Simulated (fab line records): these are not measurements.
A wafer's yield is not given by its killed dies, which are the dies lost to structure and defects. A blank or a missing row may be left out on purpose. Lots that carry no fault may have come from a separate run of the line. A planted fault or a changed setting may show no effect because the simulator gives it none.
Problem report, 8D (eight disciplines) form, completed by code | flow sky130 | the parts of the form that need people (team, actions taken, sign-off) are left out

## 1. THE PROBLEM
Mean of exposure-dose-mJ-cm2 at SKY_VT_ADJUST_NCORE_EXPOSE_04: 140.00 over 3 wafers from 1 lot, against 138.98 (standard deviation 0.14) on wafers with no fault. That puts it +7.3 standard deviations away from the usual mean.
The step: exposes mask LVTN COMPLEMENT THIN, target cd 380 nm.
Seen first at day 11 06:09 on iline-stepper-01, wafer L424.1. The record has a number at this step for 36 wafers belonging to 12 lots. Rule for "out", or "out of limits": more than 4 standard deviations from the usual mean. Any other wafer with a number is counted as sound.

## 2. WHAT IT IS, WHAT IT ISN'T
question                    | is                     | is not
which readings at this step | exposure-dose-mJ-cm2   | -
which lots                  | L424                   | L414, L415, L427, L430, L431, L432, L433, L434, L435, L436, L437
which wafers of those lots  | all that have a number | -
read on which tools         | iline-stepper-01       | iline-stepper-02
when                        | from day 11 06:09      | up to then (6 sound wafers); but 27 sound wafers of L427, L430, L431, L432, L433, L434, L435, L436, L437 came after

## 3. WHAT RULES OUT EACH SUSPECT
Counting: a tool at a process step up to the reading stays a suspect if it ran every lot that is out and no sound lot after the first of them.
- iline-stepper-01 at SKY_VT_ADJUST_NCORE_EXPOSE_04 (exposes mask LVTN COMPLEMENT THIN, target cd 380 nm): ruled out as a lasting fault. Sound lots L433, L435, L436, L437 ran on it after its first lot that is out, L424 (day 11 06:09).
Left after counting: nothing in the record.

## 4. THE CAUSE (what the simulator had put in)
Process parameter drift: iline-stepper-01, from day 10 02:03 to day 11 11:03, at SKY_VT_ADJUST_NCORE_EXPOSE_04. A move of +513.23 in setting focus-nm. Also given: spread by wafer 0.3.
Counting ruled it out, wrongly.

## 5. THE EFFECT CHAIN, in route order
Each row: a reading whose mean over the struck wafers that have a number lies more than 3 standard deviations from the usual. Only readings whose record carries a usual standard deviation are examined. hours: median over the lots of the time between each lot's start at the first step of this table that gives one and its start at this step. sigmas: the change, counted in usual standard deviations.
hours | step                          | reading              | usual  | on struck wafers | change | sigmas
0     | SKY_VT_ADJUST_NCORE_EXPOSE_04 | exposure-dose-mJ-cm2 | 138.98 | 140.00           | +1.02  | +7.3
Its process steps:
- SKY_VT_ADJUST_NCORE_EXPOSE_04: exposes mask LVTN COMPLEMENT THIN, target cd 380 nm.
Later steps that measure or inspect, where all struck wafers having a row at the step show a number for every such reading and not one has moved that far: SKY_LDD_P_CD_MEAS_07.

## 6. HOW IT WOULD HAVE BEEN CAUGHT EARLIER
In this record no reading fell out of limits until day 11 06:09, 28 hours after the fault had begun at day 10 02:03.
